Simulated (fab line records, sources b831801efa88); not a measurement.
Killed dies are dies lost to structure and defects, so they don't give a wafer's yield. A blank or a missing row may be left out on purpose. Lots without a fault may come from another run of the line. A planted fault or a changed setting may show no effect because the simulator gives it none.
One fault seen from 2 desks | flow sfq_line | each desk has only its own numbers; what lay behind them comes last

THE METROLOGY DESK
What the gauges read, lot by lot, whatever tool the lot ran on: means of the sampled wafers that have a number. A lot is out of limits, marked OUT, if its mean lies more than 4 standard deviations from the usual mean; the brackets give that distance.
Columns: A = I2_BOW at SFQ_I2_BOW_MEAS_917, usual 2 um; B = M8_OVL at SFQ_M8_OVL_MEAS_948, usual 2 nm
lot  | first seen here | A  | B
L842 | day 24 03:08    | 6  | -7
L845 | day 25 20:14    | -3 | 2
L846 | day 26 02:12    | 21 | 5
L847 | day 26 03:26    | 2  | 5
L853 | day 26 17:12    | -0 | -4
L854 | day 26 20:12    | 10 | -7
L856 | day 26 23:39    | -8 | -2
L857 | day 27 00:25    | 11 | 0
L858 | day 27 03:26    | -3 | 4
L859 | day 27 05:41    | 1  | -3
L860 | day 27 06:25    | 9  | 12
L861 | day 27 09:25    | -9 | 5
L862 | day 27 11:41    | 1  | 6
L863 | day 27 12:25    | 9  | 6
This desk's finding: nothing out of limits on any of the 14 lots.

THE TOOL OWNER'S DESK: cmp-02
The tool's own readings at SFQ_TRILAYER_I7_CMP_CMP_184 (polishes SiO2): means of the sampled wafers that have a number, for each lot that ran on this tool. A lot is out of limits, marked OUT, if its mean lies more than 4 standard deviations from the usual mean; the brackets give that distance.
Columns: A = edge_zone_pressure_frac at SFQ_TRILAYER_I7_CMP_CMP_184, usual 1.000; B = motor_current_A at SFQ_TRILAYER_I7_CMP_CMP_184, usual 9.7 A; C = time_to_endpoint_s at SFQ_TRILAYER_I7_CMP_CMP_184, usual 218 s
lot  | first seen here | A     | B    | C
L842 | day 74 19:46    | 1.005 | 10.4 | 218
L846 | day 75 07:29    | 1.002 | 9.6  | 218
L847 | day 76 08:17    | 0.996 | 10.2 | 212
L854 | day 77 15:31    | 0.995 | 10.8 | 205
L856 | day 77 21:31    | 0.999 | 10.6 | 190 (-4.5) OUT
L860 | day 83 03:02    | 1.002 | 9.6  | 211
L861 | day 86 12:31    | 1.002 | 10.8 | 216
L863 | day 86 18:23    | 0.997 | 10.6 | 205
This desk's finding: out of limits on L856; first on L856, day 77 21:31 (time_to_endpoint_s at SFQ_TRILAYER_I7_CMP_CMP_184). In limits: L842, L846, L847, L854, L860, L861, L863.

PUT TOGETHER
The tool owner's desk could have raised an alarm at day 77 21:31, on L856.
The metrology desk saw nothing out of limits.
The metrology desk has L856 on record, within its limits.
Of the lots named, all ran SFQ_TRILAYER_I7_CMP_CMP_184 on cmp-02.

WHAT THE SIMULATOR HAD PUT IN
Process parameter drift: cmp-02, from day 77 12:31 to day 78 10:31, at SFQ_TRILAYER_I7_CMP_CMP_184. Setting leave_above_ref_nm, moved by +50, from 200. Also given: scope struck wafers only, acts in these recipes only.
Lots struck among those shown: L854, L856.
Hours from the fault's start to each desk's first reading out of limits: the tool owner's desk, 9.
